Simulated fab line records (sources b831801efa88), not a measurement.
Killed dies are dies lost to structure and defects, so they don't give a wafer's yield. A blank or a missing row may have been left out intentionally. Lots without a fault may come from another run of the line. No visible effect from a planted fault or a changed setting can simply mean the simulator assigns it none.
Comparing a struck lot with a sound one :: flow sky130 :: 35 out of 708 route steps
Sound: these wafers, L763.1, L763.2, L763.3. Struck: wafers L767.2, L767.4, L767.5. At the end, the cause is stated.
At each step with rows: each side's tool, then ch and its chambers, then its first start. Under that, the readings that differ: sound wafers :: struck wafers :: difference of the means :: sigmas: that difference in standard deviations of wafers without a fault.
alike: same words and numbers on both sides, and readings whose means sit less than 2 such deviations apart. not compared: any withheld reading, any reading some wafer has no value for, any bound like >300 that may hide the same value, and any number with overlapping values for which the record gives no deviation.
The two part at a step that has a row with sigmas, a row that says differs or no value, or rows on one side only. Non-overlapping numbers with no deviation appear without sigmas and do not part them. Lack of a reading on every wafer of one side parts them only where that side has two or more wafers.

first, 10 steps without rows for these wafers: SKY_CONTACT_STRIP_19 (strips in O2/N2); SKY_CONTACT_STRIP_20 (strips in post etch residue remover, time 1200 s); SKY_CONTACT_CLEAN_21 (cleans in IPA, time 180 s); SKY_CONTACT_CLEAN_22 (cleans in O3/DIW); SKY_CONTACT_SPUTTER_23 (material TiN, target thk 20 nm, time 80 s); SKY_CONTACT_CVD_24 (deposits W, target thk 340 nm, time 102.12 s); SKY_CONTACT_CMP_27 (polishes, stops on SiO2, t overpolish 15 s, target thk 0 nm); SKY_METAL1_SPUTTER_00 (material Ti, target thk 15 nm, time 10 s); SKY_METAL1_SPUTTER_01 (material TiN, target thk 20 nm, time 16.7 s); SKY_METAL1_SPUTTER_02 (material AlCu, target thk 250 nm, time 13.3 s).
SKY_METAL1_SPUTTER_03: material Ti, target thk 5 nm, time 3.3 s.
  sound on pvd_sputter-04, day 33 13:36; struck on pvd_sputter-04, day 34 20:14
  alike: chamber_pressure_pa, throttle_valve_pct
then, 23 steps without rows for these wafers: SKY_METAL1_SPUTTER_04 (material TiN, target thk 70 nm, time 58.3 s); SKY_METAL1_DEHYDRATE_07 (time 60 s); SKY_METAL1_HMDS_08 (prime time 60 s); SKY_METAL1_COAT_09 (resist thk 60 nm); SKY_METAL1_COAT_10 (resist thk 450 nm); SKY_METAL1_SOFTBAKE_11 (time 90 s); SKY_METAL1_EXPOSE_12 (exposes mask MM1, target cd 140 nm); SKY_METAL1_PEB_13; SKY_METAL1_DEVELOP_14 (develop time 60 s); SKY_METAL1_DESCUM_17 (chemistry O2, time 8 s); SKY_METAL1_ETCH_18 (etches BARC in N2/H2, stops on SiO2, time 45.9 s, target depth 60 nm); SKY_METAL1_METAL_ETCH_19 (etches the open film in Cl2/BCl3, stops on SiO2, target depth 360 nm, time 78 s); SKY_METAL1_STRIP_20 (strips in O2/N2); SKY_METAL1_STRIP_21 (strips in post etch residue remover, time 1200 s); SKY_METAL1_CLEAN_22 (cleans in IPA, time 180 s); SKY_METAL1_CLEAN_23 (cleans in O3/DIW); SKY_VIA1_HDPCVD_00 (deposits SiO2, target thk 1030 nm, time 171.7 s); SKY_VIA1_CMP_02 (polishes SiO2); SKY_VIA1_DEHYDRATE_04 (time 60 s); SKY_VIA1_HMDS_05 (prime time 60 s); SKY_VIA1_COAT_06 (resist thk 60 nm); SKY_VIA1_COAT_07 (resist thk 450 nm); SKY_VIA1_SOFTBAKE_08 (time 90 s).
-- the record jumps here: 13 days lie between the struck wafers' starts before and after (it left off in module VIA1 and takes up again in module PAD_OPEN, whose first step shown is number 708 of the route) --
SKY_PAD_OPEN_PROBE_99:
  sound on prober-02, day 47 05:53; struck on prober-01, day 48 06:05
reading: defect_limited_yield (%)
sound: 81.7 83.5 79.9
struck: 75.2 73.4 76.6
difference: -6.6
sigmas: -4

reading: killed_at_M0_to_M3
sound: 40 41 51
struck: 81 78 63
difference: +30
sigmas: +5

reading: killed_dies
sound: 90 81 99
struck: 122 131 115
difference: +33
sigmas: +4

reading: sort_bin_3_pad_short (%)
sound: 0.8 0.2 1.0
struck: 2.4 2.4 1.4
difference: +1.4
sigmas: +3

reading: sort_bin_5_function (%)
sound: 10.2 8.9 11.4
struck: 14.8 15.9 15.2
difference: +5.1
sigmas: +3

reading: sort_n_pass
sound: 402 411 393
struck: 370 361 377
difference: -33
sigmas: -4

reading: sort_yield_pct (%)
sound: 81.7 83.5 79.9
struck: 75.2 73.4 76.6
difference: -6.6
sigmas: -4

reading: model.etest.tester.sort_n_pass
sound: 402 411 393
struck: 370 361 377
difference: -33
sigmas: 

reading: model.etest.tester.sort_yield_pct (%)
sound: 81.71 83.54 79.88
struck: 75.2 73.37 76.63
difference: -6.6
sigmas: 

reading: model.etest.tester.sort_bin_5_pct (%)
sound: 10.16 8.943 11.38
struck: 14.84 15.85 15.24
difference: +5.15
sigmas: 

reading: model.etest.tester.sort_bin_3_pct (%)
sound: 0.813 0.2033 1.016
struck: 2.439 2.439 1.423
difference: +1.423
sigmas: 
  alike: killed_at_M4_up, killed_at_contacts, killed_at_front_end, killed_at_other, killed_open, killed_short, sort_bin_6_memory

== WHERE THEY PART ==
At SKY_PAD_OPEN_PROBE_99 and nowhere else, as far as this record goes.

WHY: what the simulator had put in
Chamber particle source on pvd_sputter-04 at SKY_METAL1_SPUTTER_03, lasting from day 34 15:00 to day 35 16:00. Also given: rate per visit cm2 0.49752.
